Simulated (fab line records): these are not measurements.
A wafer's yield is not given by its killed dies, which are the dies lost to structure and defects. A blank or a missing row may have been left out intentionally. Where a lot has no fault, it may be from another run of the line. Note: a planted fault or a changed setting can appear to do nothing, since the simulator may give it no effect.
Code-filled problem report in 8D (eight disciplines) form | flow sky130 | the parts of the form that need people (team, actions taken, sign-off) are left out

1. WHAT IS WRONG
SKY_VT_ADJUST_NCORE_SOFTBAKE_03, run-length-s: mean 74.75 s over 1 wafer from 1 lot; wafers with no fault: 89.10 s, standard deviation 0.11. So: -99 or more standard deviations from the usual mean.
The step: time 60 s.
Seen first at day 12 19:29 on litho-track-03, wafer L340.3. At this step, 39 wafers from 13 lots have a number in the record. The rule behind "out" and "out of limits": a value lying over 4 standard deviations away from the usual mean. The rest of the wafers with a number are treated as sound.

2. WHAT IT IS, WHAT IT ISN'T
question                    | is                                 | is not
which readings at this step | run-length-s, heater-power-total-W | -
which lots                  | L340                               | L324, L325, L326, L327, L328, L331, L332, L334, L336, L343, L344, L347
which wafers of those lots  | L340.3                             | L340.1, L340.2
read on which tools         | litho-track-03                     | litho-track-01, litho-track-04
when                        | from day 12 19:29                  | up to then (29 sound wafers); but 9 sound wafers of L343, L344, L347 came after

3. SUSPECTS, AND WHAT RULES EACH OUT
Counting: a tool at a process step up to the reading stays a suspect if it ran every lot that is out. Sound lots after the first of them don't rule it out here, since some wafers of a struck lot are sound.
- litho-track-03 at SKY_VT_ADJUST_NCORE_SOFTBAKE_03 (time 60 s): kept. L340, the lot that is out, went through it at day 12 19:29; up to then, the latest sound lot through it was L334 at day 11 06:39. Its own readings are out on those wafers: heater-power-total-W, run-length-s.
After counting, what remains is litho-track-03 at SKY_VT_ADJUST_NCORE_SOFTBAKE_03.

4. THE CAUSE (what the simulator had put in)
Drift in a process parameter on litho-track-03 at SKY_VT_ADJUST_NCORE_SOFTBAKE_03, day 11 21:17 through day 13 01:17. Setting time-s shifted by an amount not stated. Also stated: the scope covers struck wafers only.
Counting left only this tool.

5. THE CHAIN OF EFFECTS, in route order
Each row: a reading whose mean over the struck wafers that have a number lies more than 3 standard deviations from the usual. Scope: only readings with a usual standard deviation given in the record; hours: median across lots of the time from each lot's start at the first step in this table that gives one to its start at this step; sigmas: change in usual standard deviations.
hours | step                            | reading              | usual   | on struck wafers | change | sigmas
0     | SKY_VT_ADJUST_NCORE_SOFTBAKE_03 | heater-power-total-W | 56.60 W | 62.23            | +5.63  | +99 or more
0     | SKY_VT_ADJUST_NCORE_SOFTBAKE_03 | run-length-s         | 89.10 s | 74.75            | -14.35 | -99 or more
Its process steps:
- SKY_VT_ADJUST_NCORE_SOFTBAKE_03: time 60 s.
At these later measuring or inspecting steps, every struck wafer for which the step has a row has a number for every such reading, and none has moved that far: SKY_VT_ADJUST_HVTR_TW_MEAS_11.

6. HOW IT WOULD HAVE BEEN CAUGHT EARLIER
First out-of-limits reading in this record: day 12 19:29, which is 22 hours after fault onset at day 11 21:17.
